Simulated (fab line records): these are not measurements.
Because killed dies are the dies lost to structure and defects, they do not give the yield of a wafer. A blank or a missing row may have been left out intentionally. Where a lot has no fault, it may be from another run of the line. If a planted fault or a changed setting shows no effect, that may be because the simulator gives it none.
One fault through the eyes of 2 desks	flow gf180mcu	what lay behind the numbers comes last; until then each desk has only its own

## AT THE TOOL OWNER'S DESK: rieDiel-01
The tool's own readings at GF_M5_ETCH_09 (etches Si3N4 in CF4/O2, target depth 52 nm, time 11.6 s): means of the sampled wafers that have a number, for each lot that ran on this tool. Any lot whose mean is over 4 standard deviations away from the usual mean is out of limits and marked OUT; that distance is given in the brackets.
Columns: A = drypumpMotorCurrentA at GF_M5_ETCH_09, usual 5.6 A; B = oesProductAu at GF_M5_ETCH_09, usual 0.997 a.u.; C = throttleValvePct at GF_M5_ETCH_09, usual 5.969 %
lot	first seen here	A	B	C
L355	day 28 07:28	5.7	0.995	5.976
L363	day 31 02:17	5.7	1.060 (+6.3) OUT	5.990
This desk's finding: out of limits on L363; first on L363, day 31 02:17 (oesProductAu at GF_M5_ETCH_09). In limits: L355.

## FROM THE METROLOGY DESK
What the gauges read for every lot (on any tool): the sampled wafers with a number, averaged. Any lot whose mean is over 4 standard deviations away from the usual mean is out of limits and marked OUT; that distance is given in the brackets.
Columns: A = cdNm at GF_M5_CD_MEAS_07, usual 280.1 nm; B = M5_OVL at GF_M5_OVL_MEAS_08, usual 4 nm
lot	first seen here	A	B
L353	day 28 01:11	280.7	4
L355	day 28 07:19	281.2	10
L362	day 31 01:28	280.6	5
L363	day 31 02:09	279.4	14
L371	day 32 19:13	278.9	-2
This desk's finding: nothing out of limits on any of the 5 lots.

## TAKEN TOGETHER
An alarm could have come from the tool owner's desk at day 31 02:17, on L363.
Nothing out of limits was seen by the metrology desk.
The metrology desk has L363 on record, within its limits.
Of the lots named, all ran GF_M5_ETCH_09 on rieDiel-01.

## WHAT WAS PUT IN BY THE SIMULATOR
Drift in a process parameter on rieDiel-01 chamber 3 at GF_M5_ETCH_09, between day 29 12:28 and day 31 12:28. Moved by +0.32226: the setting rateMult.
Struck lots among those shown: L363.
How many hours passed from the start of the fault until each desk's first out-of-limits reading: the tool owner's desk, 38.
